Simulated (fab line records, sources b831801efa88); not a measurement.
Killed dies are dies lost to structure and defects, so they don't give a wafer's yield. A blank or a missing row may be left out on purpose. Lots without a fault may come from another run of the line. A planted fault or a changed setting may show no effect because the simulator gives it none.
A struck lot beside a sound one | flow sky130 | 16 steps out of a route of 708
Sound: wafers L274.1, L274.5, L274.6. Struck: wafer L263.1. (L263.5, L263.6 of the same lot were not struck and are left out.) The cause comes at the end.
At each step with rows: each side's tool, then ch and its chambers, then its first start. Under that, the readings that differ: sound wafers | struck wafers | difference of the means | sigmas: that difference in standard deviations of wafers without a fault.
alike: readings whose means differ by less than 2 such deviations, and words and numbers that are the same on both sides. not compared: withheld readings, readings that some wafer has no value for, bounds like >300 that may hide the same value, and numbers for which the record gives no deviation and whose values overlap.
The two part at a step that has a row with sigmas, a row that says differs or no value, or rows on one side only. Numbers that don't overlap but have no deviation are shown without sigmas and don't part them. A reading that every wafer of one side lacks parts them only if that side has two wafers or more.

first, 3 steps without rows for these wafers: SKY_METAL1_EXPOSE_12 (exposes mask MM1, target cd 140 nm); SKY_METAL1_PEB_13; SKY_METAL1_DEVELOP_14 (develop time 60 s).
SKY_METAL1_CD_MEAS_15: target cd 140 nm.
  sound on cd_sem-01, day 39 23:27; struck on cd_sem-01, day 36 03:12
  alike: cd_nm
SKY_METAL1_OVL_MEAS_16:
  sound on overlay-01, day 39 23:34; struck on overlay-01, day 36 03:19
  alike: METAL1_OVL
SKY_METAL1_DESCUM_17: chemistry O2, time 8 s.
  sound on rie_metal-02 ch 0,1, day 39 23:36; struck on rie_metal-01 ch 1, day 36 03:21
  alike: drypump_motor_current_A, oes_product_au
  not compared: rf_hours_counter_h
SKY_METAL1_ETCH_18: etches BARC in N2/H2, stops on SiO2, time 45.9 s, target depth 60 nm.
  sound on rie_metal-02 ch 0,1, day 39 23:38; struck on rie_metal-01 ch 1, day 36 03:23
  alike: drypump_motor_current_A, oes_product_au, throttle_valve_pct
  not compared: rf_hours_counter_h
SKY_METAL1_METAL_ETCH_19: etches the open film in Cl2/BCl3, stops on SiO2, target depth 360 nm, time 78 s.
  sound on rie_metal-02 ch 0,1, day 39 23:42; struck on rie_metal-01 ch 1, day 36 03:27
  alike: drypump_motor_current_A, oes_product_au, throttle_valve_pct
  not compared: rf_hours_counter_h
SKY_METAL1_STRIP_20: strips in O2/N2.
  sound on plasma_asher-04 ch 0,1, day 39 23:47; struck on plasma_asher-04 ch 1, day 36 03:32
  alike: drypump_motor_current_A, oes_product_au, strip_time_to_endpoint_s
  not compared: rf_hours_counter_h
then, 3 steps without rows for these wafers: SKY_METAL1_STRIP_21 (strips in post etch residue remover, time 1200 s); SKY_METAL1_CLEAN_22 (cleans in IPA, time 180 s); SKY_METAL1_CLEAN_23 (cleans in O3/DIW).
SKY_VIA1_HDPCVD_00: deposits SiO2, target thk 1030 nm, time 171.7 s.
  sound on hdpcvd-02 ch 0,1,2, day 40 00:23; struck on hdpcvd-01 ch 1, day 36 04:10
  reading                                  | sound             | struck | difference | sigmas
  run_length_s (s)                         | 200.2 199.2 200.1 | 190.2  | -9.6       | -19
  model.SiO2_of_VIA1_HDPCVD_00.thk_nm (nm) | 1018 1008 1030    | 988.7  | -30.0      |
  alike: sih4_flow_sccm
SKY_VIA1_THK_MEAS_01:
  sound on film_metro-03, day 40 00:29; struck on film_metro-03, day 36 04:16
  reading              | sound          | struck | difference | sigmas
  VIA1_HDPCVD_THK (nm) | 1018 1008 1029 | 989    | -29        | -2
SKY_VIA1_CMP_02: polishes SiO2.
  sound on cmp-02 ch 0,3, day 40 00:33; struck on cmp-02 ch 1, day 36 04:26
  alike: motor_current_A, slurry_filter_dp_kPa
then, 1 step without rows for these wafers: SKY_PAD_OPEN_PROBE_99.

WHERE THEY PART
First at SKY_VIA1_HDPCVD_00; last, within this record, at SKY_VIA1_THK_MEAS_01. Later steps at which nothing parts them and some readings are alike: SKY_VIA1_CMP_02.

WHY: what the simulator had put in
Process parameter drift: hdpcvd-01, from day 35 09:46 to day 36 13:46, at SKY_VIA1_HDPCVD_00. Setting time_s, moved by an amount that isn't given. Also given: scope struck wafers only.
